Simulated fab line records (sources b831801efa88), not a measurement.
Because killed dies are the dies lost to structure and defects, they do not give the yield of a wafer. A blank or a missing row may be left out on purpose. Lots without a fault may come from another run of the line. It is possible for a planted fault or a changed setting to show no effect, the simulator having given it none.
The tool behind it: which one?    flow sky130    39 wafers from 13 lots sampled at 4 of the route's 708 steps

## WHAT THE GAUGES READ, wafer by wafer
SKY_FIELD_ISO_THK_MEAS_02.
lot   measured     on             FIELD_ISO_OXIDATION_00_THK (nm)
L108  day 1 12:00  film metro-04  11.23 11.39 11.35
L109  day 1 17:04  film metro-04  11.65 11.87 11.79
L115  day 2 22:38  film metro-03  11.81 11.84 11.55
L117  day 3 11:26  film metro-03  12.15 12.62 12.43
L119  day 3 19:53  film metro-03  11.70 11.66 11.52
L121  day 4 05:45  film metro-03  11.81 12.02 11.79
L122  day 4 12:04  film metro-04  12.29 12.04 11.88
L123  day 4 19:22  film metro-01  11.98 12.02 11.99
L124  day 4 23:26  film metro-04  11.90 11.65 11.53
L127  day 5 14:19  film metro-03  12.25 11.92 11.87
L129  day 5 21:49  film metro-03  11.73 11.76 11.84
L130  day 6 01:38  film metro-01  12.12 12.22 12.09
L131  day 6 06:38  film metro-04  11.79 11.61 11.59

SKY_VT_ADJUST_LVTN_TW_MEAS_21.
lot   measured      on             VT_ADJUST_LVTN_2_TW
L108  day 7 12:05   film metro-04  225 226 224
L109  day 7 17:21   film metro-01  189 187 188
L115  day 9 19:49   film metro-04  225 226 224
L117  day 10 13:38  film metro-01  225 226 227
L119  day 11 03:21  film metro-02  192 193 193
L121  day 11 21:19  film metro-04  186 185 186
L122  day 12 02:22  film metro-02  192 193 194
L123  day 12 08:22  film metro-01  186 187 185
L124  day 12 06:44  film metro-02  193 193 193
L127  day 13 04:52  film metro-02  192 193 193
L129  day 13 13:02  film metro-02  193 193 194
L130  day 13 21:37  film metro-02  194 193 192
L131  day 14 05:46  film metro-01  186 186 187

SKY_LOCAL_INTERCONNECT_CD_MEAS_11: target cd 170 nm.
lot   measured      on         cd nm (nm)
L108  day 29 23:04  cd sem-02  170.7 170.4 169.5
L109  day 30 00:49  cd sem-01  170.9 171.3 172.6
L115  day 32 19:34  cd sem-01  168.2 168.6 167.1
L117  day 33 13:37  cd sem-01  169.1 169.6 169.7
L119  day 34 10:13  cd sem-01  172.6 172.5 172.3
L121  day 35 02:35  cd sem-01  168.6 167.9 168.1
L122  day 35 08:32  cd sem-01  170.7 169.0 170.4
L123  day 35 16:13  cd sem-02  171.0 169.8 170.8
L124  day 35 14:37  cd sem-01  168.9 169.4 169.0
L127  day 36 11:12  cd sem-01  170.0 170.8 171.5
L129  day 37 00:33  cd sem-01  168.2 171.0 169.7
L130  day 37 01:51  cd sem-02  169.4 171.2 169.1
L131  day 37 15:28  cd sem-01  169.9 172.5 172.4

## EACH LOT AND THE TOOL THAT RAN IT (in order: tool; ch and the chambers of the sampled wafers; start)
lot   SKY_VT_ADJUST_LVTN_IMPLANT_19
L108  implanter-03 ch 0, day 7 11:31
L109  implanter-01 ch 0, day 7 17:06
L115  implanter-02 ch 0, day 9 19:16
L117  implanter-01 ch 0, day 10 13:05 and implanter-02 ch 0, day 10 13:23
L119  implanter-01 ch 0, day 11 03:02
L121  implanter-01 ch 0, day 11 21:05
L122  implanter-01 ch 0, day 12 02:08
L123  implanter-02 ch 0, day 12 08:07
L124  implanter-02 ch 0, day 12 06:29
L127  implanter-02 ch 0, day 13 04:39
L129  implanter-01 ch 0, day 13 12:47
L130  implanter-03 ch 0, day 13 21:22
L131  implanter-03 ch 0, day 14 05:31
- SKY_VT_ADJUST_LVTN_IMPLANT_19

## AS READ BY THE TOOLS THEMSELVES (means over the sampled wafers that have a number; for cases with no such wafer, the mark the record gives instead)
The record holds no such reading with a usual standard deviation.

## THE ANSWER, worked out from the rows above alone
Rule: what is usual is taken from the lots themselves. Put in order of their means at a reading, lots are off if they are a third of the lots or fewer, leave a main group of 4 or more, and stand apart from it by a gap of 3 or more times the standard deviation of the main group's means; of several such gaps the widest counts. A main group is skipped when, at the precision printed for the reading in the tables above, its means are all equal. A lot without any number at a reading at which 4 lots or more have one is off too. All remaining lots with rows at the step are treated as sound. After the gauges, taken in route order, come the tools' own readings; for these a lot's mean is taken, as printed above. The first step at which some lot is off is used, and at that step the reading that is off furthest; a lot without a number counts as furthest.
Off: L108, L115, L117, at SKY_VT_ADJUST_LVTN_TW_MEAS_21 (VT_ADJUST_LVTN_2_TW). The main group: mean 190, standard deviation 3.2.
If a tool, at a process step before that reading, ran all the lots that are off and no sound lot after the first of them, it fits. The gauges at SKY_VT_ADJUST_LVTN_TW_MEAS_21 are tried like those tools. None of those tried fits.

## WHAT THE SIMULATOR PUT IN
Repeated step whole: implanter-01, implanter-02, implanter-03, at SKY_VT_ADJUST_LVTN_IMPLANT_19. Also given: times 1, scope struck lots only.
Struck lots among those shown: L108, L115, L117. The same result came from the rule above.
